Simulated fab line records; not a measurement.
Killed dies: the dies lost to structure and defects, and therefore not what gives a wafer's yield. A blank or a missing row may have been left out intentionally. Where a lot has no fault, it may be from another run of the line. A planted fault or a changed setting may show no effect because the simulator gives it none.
A lot that was struck, set against a sound lot + flow sfq_line + 39 steps out of a route of 325
Sound: these wafers, L899.1, L899.2, L899.5. The struck wafers were L915.1, L915.5, L915.6. At the end, the cause is stated.
Per side, at each step with rows, come the tool, then ch with its chambers, and then its first start. Under that, the readings that differ: sound wafers + struck wafers + difference of the means + sigmas: that difference in standard deviations of wafers without a fault.
alike: readings whose means differ by less than 2 such deviations, and words and numbers that are the same on both sides. not compared: withheld readings, readings that some wafer has no value for, bounds like >300 that may hide the same value, and numbers for which the record gives no deviation and whose values overlap.
Wherever a step has rows on one side only, a row that says differs or no value, or a row with sigmas, the two part there. Numbers that don't overlap but have no deviation are shown without sigmas and don't part them. A reading that every wafer of one side lacks parts them only if that side has two wafers or more.

first, 6 steps without rows for these wafers: SFQ_TRILAYER_M1_LITHO_COAT_044 (resist thk 62 nm); SFQ_TRILAYER_M1_LITHO_COAT_039 (resist thk 600 nm); SFQ_TRILAYER_M1_LITHO_SOFTBAKE_043; SFQ_TRILAYER_M1_LITHO_EXPOSE_040 (exposes mask M1, target cd 500 nm); SFQ_TRILAYER_M1_LITHO_PEB_042 (peb time 60 s); SFQ_TRILAYER_M1_LITHO_DEVELOP_041 (time 60 s).
SFQ_M1_OVL_MEAS_911:
  sound on overlay-02 at day 27 04:19; struck on overlay-01 at day 32 22:28
  alike: M1_OVL
SFQ_TRILAYER_M1_BARC_OPEN_METAL_ETCH_054: etches BARC in O2, target depth 125 nm, time 41.7 s.
  sound on rie_metal-02 ch 0,1, day 27 04:20; struck on rie_metal-04 ch 0,1, day 32 22:30
  alike: drypump_motor_current_A, oes_product_au
  not compared: rf_hours_counter_h
then, 1 step without rows for these wafers: SFQ_TRILAYER_M1_ETCH_METAL_ETCH_042 (etches Nb in Cl2/Ar, stops on SiO2, target depth 240 nm, time 120 s).
SFQ_TRILAYER_M1_STRIP_STRIP_043: strips in O2.
  sound on rie_metal-02 ch 0,1, day 27 04:32; struck on rie_metal-04 ch 0,1, day 32 22:41
  alike: drypump_motor_current_A, oes_product_au
  not compared: rf_hours_counter_h
then, 1 step without rows for these wafers: SFQ_TRILAYER_M1_STRIP_SOLV_CLEAN_044 (cleans in NMP, time 600 s).
SFQ_TRILAYER_I1_DEP_PECVD_045: deposits SiO2 from SiH4/N2O, time 111.11 s, target thk 500 nm.
  sound on pecvd-04 ch 1,2, day 27 05:18; struck on pecvd-04 ch 0,2, day 32 23:28
  no value came back on the struck wafers for chamber_pressure_Torr (Torr), heater_power_outer_w (W), heater_power_w (W), throttle_valve_pct (%); on the sound wafers chamber_pressure_Torr (Torr) reads 2.392 2.399 2.404
then, 1 step without rows for these wafers: SFQ_TRILAYER_I1_CMP_CMP_046 (polishes SiO2).
SFQ_I1_BOW_MEAS_912:
  sound on film_metro-04 at day 27 17:33; struck on film_metro-02 at day 33 06:49
  alike: I1_BOW
SFQ_TRILAYER_I1_METRO_MEASURE_047:
  sound on film_metro-04 at day 27 17:40; struck on film_metro-02 at day 33 06:56
then, 6 steps without rows for these wafers: SFQ_TRILAYER_I1_VIA_LITHO_COAT_054 (resist thk 62 nm); SFQ_TRILAYER_I1_VIA_LITHO_COAT_049 (resist thk 650 nm); SFQ_TRILAYER_I1_VIA_LITHO_SOFTBAKE_053; SFQ_TRILAYER_I1_VIA_LITHO_EXPOSE_050 (exposes mask I1, target cd 500 nm); SFQ_TRILAYER_I1_VIA_LITHO_PEB_052 (peb time 60 s); SFQ_TRILAYER_I1_VIA_LITHO_DEVELOP_051 (time 60 s).
SFQ_I1_OVL_MEAS_913:
  sound on overlay-02 at day 27 21:47; struck on overlay-02 at day 33 10:23
  alike: I1_OVL
then, 1 step without rows for these wafers: SFQ_TRILAYER_I1_VIA_BARC_OPEN_VIA_ETCH_071 (etches BARC in O2, target depth 125 nm, time 41.7 s).
SFQ_TRILAYER_I1_VIA_ETCH_VIA_ETCH_052: etches SiO2 in CHF3, stops on Nb, target depth 260 nm.
  sound on rie_diel-04 ch 0,2,3, day 27 21:52; struck on rie_diel-02 ch 0,3, day 33 10:27
| reading                  | sound             | struck            | difference | sigmas      |
|--------------------------|-------------------|-------------------|------------|-------------|
| oes_product_au (a.u.)    | 0.857 0.857 0.864 | 0.373 0.375 0.375 | -0.485     | -99 or more |
| model.etch.depth_nm (nm) | 199.1 200.4 201.2 | 0 0 0             | -200       |             |
  alike: drypump_motor_current_A
then, 3 steps without rows for these wafers: SFQ_TRILAYER_I1_VIA_STRIP_STRIP_053 (strips in O2); SFQ_TRILAYER_I1_VIA_STRIP_SOLV_CLEAN_054 (cleans in NMP, time 600 s); SFQ_TRILAYER_M2_DEP_PRE_CLEAN_056 (time 22.5 s).
SFQ_TRILAYER_M2_DEP_SPUTTER_055: material Nb, target thk 200 nm, time 133.3 s.
  sound on pvd_sputter-05 at day 27 22:46; struck on pvd_sputter-06 at day 33 11:22
  alike: throttle_valve_pct
SFQ_M2_RS_MEAS_914: the measuring method here is four-point-probe.
  sound on film_metro-01 at day 27 22:52; struck on film_metro-03 at day 33 11:28
  alike: M2_NB_RS
then, 3 steps without rows for these wafers: SFQ_TRILAYER_M2_LITHO_COAT_062 (resist thk 62 nm); SFQ_TRILAYER_M2_LITHO_COAT_057 (resist thk 600 nm); SFQ_TRILAYER_M2_LITHO_SOFTBAKE_061.
-- the record jumps here: 6 days lie between the struck wafers' starts before and after --
SFQ_TRILAYER_M2_LITHO_EXPOSE_058: exposes mask M2, target cd 500 nm.
  sound on krf_scanner-01 ch 0, day 33 14:53; struck on krf_scanner-02, day 39 07:16
  no value came back on the struck wafers for exposure_dose_mJ_cm2, focus_offset_nm (nm); on the sound wafers exposure_dose_mJ_cm2 reads 14.384 14.398 14.386
  alike: mask
then, 2 steps without rows for these wafers: SFQ_TRILAYER_M2_LITHO_PEB_060 (peb time 60 s); SFQ_TRILAYER_M2_LITHO_DEVELOP_059 (time 60 s).
SFQ_M2_OVL_MEAS_916:
  sound on overlay-02 at day 33 16:23; struck on overlay-02 at day 39 08:46
| reading     | sound  | struck | difference                    | sigmas |
|-------------|--------|--------|-------------------------------|--------|
| M2_OVL (nm) | 2 1 -2 | - - -  | no value on the struck wafers |        |
SFQ_TRILAYER_M2_BARC_OPEN_METAL_ETCH_077: etches BARC in O2, target depth 125 nm, time 41.7 s.
  sound on rie_metal-04 ch 0,1, day 33 16:25; struck on rie_metal-02 ch 0,1, day 39 08:48
  alike: drypump_motor_current_A, oes_product_au
  not compared: rf_hours_counter_h
SFQ_TRILAYER_M2_ETCH_METAL_ETCH_060: etches Nb in Cl2/Ar, stops on SiO2, target depth 240 nm, time 120 s.
  sound on rie_metal-04 ch 0,1, day 33 16:28; struck on rie_metal-02 ch 0,1, day 39 08:52
  alike: drypump_motor_current_A, oes_product_au
  not compared: rf_hours_counter_h, model.M2.cd_nm
SFQ_TRILAYER_M2_STRIP_STRIP_061: strips in O2.
  sound on rie_metal-04 ch 0,1, day 33 16:36; struck on rie_metal-02 ch 0,1, day 39 08:59
  alike: drypump_motor_current_A, oes_product_au
  not compared: rf_hours_counter_h

WHERE THEY PART
First at SFQ_TRILAYER_I1_DEP_PECVD_045; last, within this record, at SFQ_M2_OVL_MEAS_916. Later steps at which nothing parts them and some readings are alike: SFQ_TRILAYER_M2_BARC_OPEN_METAL_ETCH_077, SFQ_TRILAYER_M2_ETCH_METAL_ETCH_060, SFQ_TRILAYER_M2_STRIP_STRIP_061.

WHY: what had been put in by the simulator
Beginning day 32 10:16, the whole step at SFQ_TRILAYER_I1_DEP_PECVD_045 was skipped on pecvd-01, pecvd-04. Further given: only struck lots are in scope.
